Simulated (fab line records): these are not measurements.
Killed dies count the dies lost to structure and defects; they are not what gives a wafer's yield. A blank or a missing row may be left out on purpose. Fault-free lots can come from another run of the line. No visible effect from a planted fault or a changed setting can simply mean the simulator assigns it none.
A struck lot beside a sound one / flow sky130 / 16 out of 708 route steps
Sound: the wafers L439.3, L439.5, L439.6. Struck: wafers L447.1, L447.5 (left out: L447.3, a lot-mate that was not struck); the cause follows at the end.
At each step with rows: each side's tool, then ch and its chambers, then its first start. Under that, the readings that differ: sound wafers / struck wafers / difference of the means / sigmas: that difference in standard deviations of wafers without a fault.
alike: readings whose means differ by less than 2 such deviations, and words and numbers that are the same on both sides. not compared: withheld readings, readings that some wafer has no value for, bounds like >300 that may hide the same value, and numbers for which the record gives no deviation and whose values overlap.
Wherever a step has rows on one side only, a row that says differs or no value, or a row with sigmas, the two part there. When numbers do not overlap yet have no deviation, they are printed without sigmas and do not part them. A reading missing from all wafers of one side parts the sides only when that side holds two or more wafers.

first, 2 steps without rows for these wafers: SKY_METAL4_PEB_11; SKY_METAL4_DEVELOP_12 (develop time 60 s).
SKY_METAL4_CD_MEAS_13: target cd 300 nm.
  struck on cd sem-02, day 44 12:08; sound on cd sem-02, day 42 13:01
  alike: cd nm
SKY_METAL4_OVL_MEAS_14:
  struck on overlay-02, day 44 12:15; sound on overlay-02, day 42 13:06
  alike: METAL4_OVL
SKY_METAL4_DESCUM_15: chemistry O2, time 8 s.
  sound on rie metal-01 ch 0,1, day 42 13:08; struck on rie metal-01 ch 0,1, day 44 12:17
  alike: drypump motor current A, oes product au
  not compared: rf hours counter h
SKY_METAL4_ETCH_16: etches BARC in N2/H2, stops on SiO2, time 88.2 s, target depth 60 nm.
  sound on rie metal-01 ch 0,1, day 42 13:11; struck on rie metal-01 ch 0,1, day 44 12:19
  alike: drypump motor current A, oes product au, throttle valve pct
  not compared: rf hours counter h
SKY_METAL4_ETCH_17: etches SiO2 in C4F8/O2/Ar, stops on TiN, time 3.9 s, target depth 15 nm.
  sound on rie diel-04 ch 0,2, day 42 13:15; struck on rie diel-01 ch 0, day 44 12:25
  alike: oes product au
  not compared: rf hours counter h
SKY_METAL4_METAL_ETCH_18: etches the open film in Cl2/BCl3, stops on SiO2, target depth 845 nm, time 183.1 s.
  sound on rie metal-03 ch 0,1, day 42 13:20; struck on rie metal-01 ch 0,1, day 44 12:26
  alike: bcl3 flow sccm, drypump motor current A, mfc cl2 sccm, oes product au, throttle valve pct
  not compared: rf hours counter h
SKY_METAL4_STRIP_19: strips in O2/N2.
  sound on plasma asher-02 ch 0,1, day 42 13:29; struck on plasma asher-01 ch 0, day 44 12:37
  alike: drypump motor current A, oes product au, strip time to endpoint s
  not compared: rf hours counter h
then, 3 steps without rows for these wafers: SKY_METAL4_STRIP_20 (strips in post etch residue remover, time 1200 s); SKY_METAL4_CLEAN_21 (cleans in IPA, time 180 s); SKY_METAL4_CLEAN_22 (cleans in O3/DIW).
SKY_VIA4_HDPCVD_00: deposits SiO2, target thk 1750 nm, time 291.7 s.
  sound on hdpcvd-02 ch 0,1, day 42 14:05; struck on hdpcvd-01 ch 0, day 44 13:13
reading=model.SiO2_of_VIA4_HDPCVD_00.thk nm (nm); sound=1758 1756 1761; struck=2477 2464; difference=+712; sigmas=
  alike: pressure mtorr
SKY_VIA4_THK_MEAS_01:
  struck on film metro-02, day 44 13:24; sound on film metro-04, day 42 14:17
reading=VIA4_HDPCVD_THK (nm); sound=1757 1756 1762; struck=2477 2464; difference=+712; sigmas=+45
then, 2 steps without rows for these wafers: SKY_VIA4_CMP_02 (polishes SiO2); SKY_PAD_OPEN_PROBE_99.

## WHERE THEY PART
Only at SKY_VIA4_THK_MEAS_01, within this record.

WHY: the cause the simulator had injected
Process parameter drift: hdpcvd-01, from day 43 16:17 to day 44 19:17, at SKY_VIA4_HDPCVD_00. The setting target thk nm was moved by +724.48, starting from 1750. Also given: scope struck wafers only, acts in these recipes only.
